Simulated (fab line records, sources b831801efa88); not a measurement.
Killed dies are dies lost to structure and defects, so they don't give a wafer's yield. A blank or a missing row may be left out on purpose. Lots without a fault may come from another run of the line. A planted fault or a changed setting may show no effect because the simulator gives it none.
A struck lot beside a sound one | flow sky130 | 24 steps out of a route of 708
Sound: wafers L612.3, L612.5, L612.6. Struck: wafers L604.5, L604.6. The cause comes at the end.
At each step with rows: each side's tool, then ch and its chambers, then its first start. Under that, the readings that differ: sound wafers | struck wafers | difference of the means | sigmas: that difference in standard deviations of wafers without a fault.
alike: readings whose means differ by less than 2 such deviations, and words and numbers that are the same on both sides. not compared: withheld readings, readings that some wafer has no value for, bounds like >300 that may hide the same value, and numbers for which the record gives no deviation and whose values overlap.
The two part at a step that has a row with sigmas, a row that says differs or no value, or rows on one side only. Numbers that don't overlap but have no deviation are shown without sigmas and don't part them. A reading that every wafer of one side lacks parts them only if that side has two wafers or more.

first, 6 steps without rows for these wafers: SKY_PWDE_HMDS_01 (prime time 60 s); SKY_PWDE_COAT_02 (resist thk 3000 nm); SKY_PWDE_SOFTBAKE_03; SKY_PWDE_EXPOSE_04 (exposes mask PWDEM, target cd 840 nm); SKY_PWDE_PEB_05; SKY_PWDE_DEVELOP_06 (develop time 60 s).
SKY_PWDE_OVL_MEAS_07:
  sound on overlay-02, day 8 14:32; struck on overlay-02, day 6 16:54
  reading       | sound       | struck    | difference | sigmas
  PWDE_OVL (nm) | 1.1 0.4 0.1 | -2.5 -3.1 | -3.3       | -2
then, 1 step without rows for these wafers: SKY_PWDE_IMPLANT_08.
SKY_PWDE_STRIP_09: strips in O2/N2.
  sound on plasma_asher-01 ch 0,1, day 8 14:44; struck on plasma_asher-02 ch 0,1, day 6 17:08
  alike: drypump_motor_current_A, oes_product_au, strip_time_to_endpoint_s
  not compared: rf_hours_counter_h
SKY_PWDE_TW_MEAS_10:
  sound on film_metro-03, day 8 14:50; struck on film_metro-01, day 6 17:12
  alike: PWDE_TW
then, 2 steps without rows for these wafers: SKY_NWELL_DEHYDRATE_03 (time 60 s); SKY_NWELL_HMDS_04 (prime time 60 s).
SKY_NWELL_COAT_05: resist thk 3000 nm.
  sound on litho_track-02 ch 0, day 9 00:43; struck on litho_track-01 ch 0, day 7 02:18
  reading                                 | sound          | struck    | difference | sigmas
  model.coat_of_NWELL_COAT_05.thk_nm (nm) | 2994 2988 3000 | 1841 1837 | -1155      |
then, 3 steps without rows for these wafers: SKY_NWELL_SOFTBAKE_06; SKY_NWELL_EXPOSE_07 (exposes mask NWM, target cd 840 nm); SKY_NWELL_PEB_08.
SKY_NWELL_DEVELOP_09: develop time 60 s.
  sound on litho_track-01 ch 0; struck on litho_track-01 ch 0
  reading                                 | sound          | struck    | difference | sigmas
  model.coat_of_NWELL_COAT_05.thk_nm (nm) | 2989 2984 2996 | 1837 1833 | -1155      |
SKY_NWELL_OVL_MEAS_10:
  sound on overlay-01, day 9 11:40; struck on overlay-01, day 7 12:28
  alike: NWELL_00_OVL
then, 3 steps without rows for these wafers: SKY_NWELL_IMPLANT_11; SKY_NWELL_IMPLANT_12; SKY_NWELL_IMPLANT_13.
SKY_NWELL_STRIP_14: strips in O2/N2.
  sound on plasma_asher-04 ch 0,1, day 9 12:10; struck on plasma_asher-02 ch 0,1, day 7 13:00
  reading                      | sound             | struck      | difference | sigmas
  strip_time_to_endpoint_s (s) | 36.83 36.77 36.91 | 23.50 23.44 | -13.37     | -99 or more
  alike: drypump_motor_current_A, oes_product_au
  not compared: rf_hours_counter_h
SKY_NWELL_TW_MEAS_15:
  sound on film_metro-02, day 9 12:15; struck on film_metro-03, day 7 13:04
  alike: NWELL_TW
-- the record jumps here: 41 days lie between the struck wafers' starts before and after (it left off in module NWELL and takes up again in module PAD_OPEN, whose first step shown is number 708 of the route) --
SKY_PAD_OPEN_PROBE_99:
  sound on prober-02, day 50 12:57; struck on prober-02, day 48 22:53
  reading                                     | sound                         | struck              | difference | sigmas
  killed_at_M4_up                             | 7 3 11                        | 2 3                 | -4         | -2
  model.etest.pfet_16v.r_on_ohm_um            | 1.504e+04 1.503e+04 1.496e+04 | 1.579e+04 1.581e+04 | +7.900e+02 |
  model.etest.res_nwell.line_ohm_um           | 1192 1196 1156                | 1008 1016           | -169       |
  model.etest.res_nwell.width_nm (nm)         | 825.5 832.7 826.2             | 923.5 929           | +98.1      |
  model.etest.res_iso_pwell.width_nm (nm)     | 2644 2660 2647                | 2582 2585           | -67        |
  model.etest.pfet_16v.drive_ua_um            | 244.6 245 243.5               | 229.3 232.6         | -13.4      |
  model.etest.iso_nwell_nwell.leak_log10_a_um | -13.76 -13.83 -13.76          | -13.07 -12.98       | +0.76      |
  alike: killed_at_M0_to_M3, killed_at_contacts, killed_at_front_end, killed_at_other, killed_dies, killed_open, killed_short
  not compared: model.etest.nfet_16v.r_on_ohm_um

WHERE THEY PART
First at SKY_PWDE_OVL_MEAS_07; last, within this record, at SKY_PAD_OPEN_PROBE_99.

WHY: what the simulator had put in
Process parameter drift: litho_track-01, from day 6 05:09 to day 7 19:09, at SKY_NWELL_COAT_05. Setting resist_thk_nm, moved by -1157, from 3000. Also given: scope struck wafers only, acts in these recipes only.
